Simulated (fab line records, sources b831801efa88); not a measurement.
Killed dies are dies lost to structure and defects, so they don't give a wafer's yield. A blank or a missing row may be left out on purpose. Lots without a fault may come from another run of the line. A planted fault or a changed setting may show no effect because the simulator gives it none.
A struck lot beside a sound one | flow sky130 | 16 steps out of a route of 708
Sound: wafers L356.2, L356.3, L356.4. Struck: wafer L368.6. (L368.2 of the same lot was not struck and is left out.) The cause comes at the end.
At each step with rows: each side's tool, then ch and its chambers, then its first start. Under that, the readings that differ: sound wafers | struck wafers | difference of the means | sigmas: that difference in standard deviations of wafers without a fault.
alike: readings whose means differ by less than 2 such deviations, and words and numbers that are the same on both sides. not compared: withheld readings, readings that some wafer has no value for, bounds like >300 that may hide the same value, and numbers for which the record gives no deviation and whose values overlap.
The two part at a step that has a row with sigmas, a row that says differs or no value, or rows on one side only. Numbers that don't overlap but have no deviation are shown without sigmas and don't part them. A reading that every wafer of one side lacks parts them only if that side has two wafers or more.

first, 2 steps without rows for these wafers: SKY_METAL4_PEB_11; SKY_METAL4_DEVELOP_12 (develop time 60 s).
SKY_METAL4_CD_MEAS_13: target cd 300 nm.
  sound on cd_sem-02, day 43 10:44; struck on cd_sem-02, day 46 15:47
  alike: cd_nm
SKY_METAL4_OVL_MEAS_14:
  sound on overlay-02, day 43 10:50; struck on overlay-01, day 46 15:53
  alike: METAL4_OVL
SKY_METAL4_DESCUM_15: chemistry O2, time 8 s.
  sound on rie_metal-03 ch 0,1, day 43 10:52; struck on rie_metal-03 ch 1, day 46 15:55
  alike: chamber_pressure_mTorr, drypump_motor_current_A, oes_product_au
  not compared: rf_hours_counter_h
then, 1 step without rows for these wafers: SKY_METAL4_ETCH_16 (etches BARC in N2/H2, stops on SiO2, time 88.2 s, target depth 60 nm).
SKY_METAL4_ETCH_17: etches SiO2 in C4F8/O2/Ar, stops on TiN, time 3.9 s, target depth 15 nm.
  sound on rie_diel-01 ch 0,1,2, day 43 10:59; struck on rie_diel-02 ch 1, day 46 16:02
  reading    | sound          | struck | difference | sigmas
  bias_w (W) | 1191 1200 1198 | 1207   | +11        | +3
  alike: chamber_pressure_mTorr, oes_product_au
  not compared: rf_hours_counter_h
SKY_METAL4_METAL_ETCH_18: etches the open film in Cl2/BCl3, stops on SiO2, target depth 845 nm, time 183.1 s.
  sound on rie_metal-01 ch 0,1, day 43 11:01; struck on rie_metal-04 ch 1, day 46 16:04
  alike: bias_w, chamber_pressure_mTorr, drypump_motor_current_A, oes_product_au, throttle_valve_pct
  not compared: rf_hours_counter_h
SKY_METAL4_STRIP_19: strips in O2/N2.
  sound on plasma_asher-01 ch 0,1, day 43 11:11; struck on plasma_asher-02 ch 0, day 46 16:14
  alike: chamber_pressure_mTorr, drypump_motor_current_A, n2_flow_sccm, oes_product_au, strip_time_to_endpoint_s
  not compared: rf_hours_counter_h
then, 3 steps without rows for these wafers: SKY_METAL4_STRIP_20 (strips in post etch residue remover, time 1200 s); SKY_METAL4_CLEAN_21 (cleans in IPA, time 180 s); SKY_METAL4_CLEAN_22 (cleans in O3/DIW).
SKY_VIA4_HDPCVD_00: deposits SiO2, target thk 1750 nm, time 291.7 s.
  sound on hdpcvd-02 ch 0,1,2, day 43 11:47; struck on hdpcvd-01 ch 0, day 46 16:50
  reading                                  | sound             | struck | difference | sigmas
  run_length_s (s)                         | 319.1 319.7 319.3 | 305.1  | -14.3      | -23
  model.SiO2_of_VIA4_HDPCVD_00.thk_nm (nm) | 1722 1728 1740    | 1660   | -70        |
SKY_VIA4_THK_MEAS_01:
  sound on film_metro-04, day 43 11:58; struck on film_metro-04, day 46 17:01
  reading              | sound          | struck | difference | sigmas
  VIA4_HDPCVD_THK (nm) | 1721 1729 1740 | 1659   | -71        | -4
SKY_VIA4_CMP_02: polishes SiO2.
  sound on cmp-01 ch 1,2,3, day 43 12:01; struck on cmp-01 ch 1, day 46 17:32
  alike: head_pressure_psi, motor_current_A, platen_rpm, slurry_flow_ml_min
-- the record jumps here: 3 days lie between the struck wafers' starts before and after (it left off in module VIA4 and takes up again in module PAD_OPEN, whose first step shown is number 708 of the route) --
SKY_PAD_OPEN_PROBE_99:
  the record has rows for the struck wafers here (prober-02, day 50 03:56) and none for the sound ones

WHERE THEY PART
First at SKY_METAL4_ETCH_17; last, within this record, at SKY_PAD_OPEN_PROBE_99.

WHY: what the simulator had put in
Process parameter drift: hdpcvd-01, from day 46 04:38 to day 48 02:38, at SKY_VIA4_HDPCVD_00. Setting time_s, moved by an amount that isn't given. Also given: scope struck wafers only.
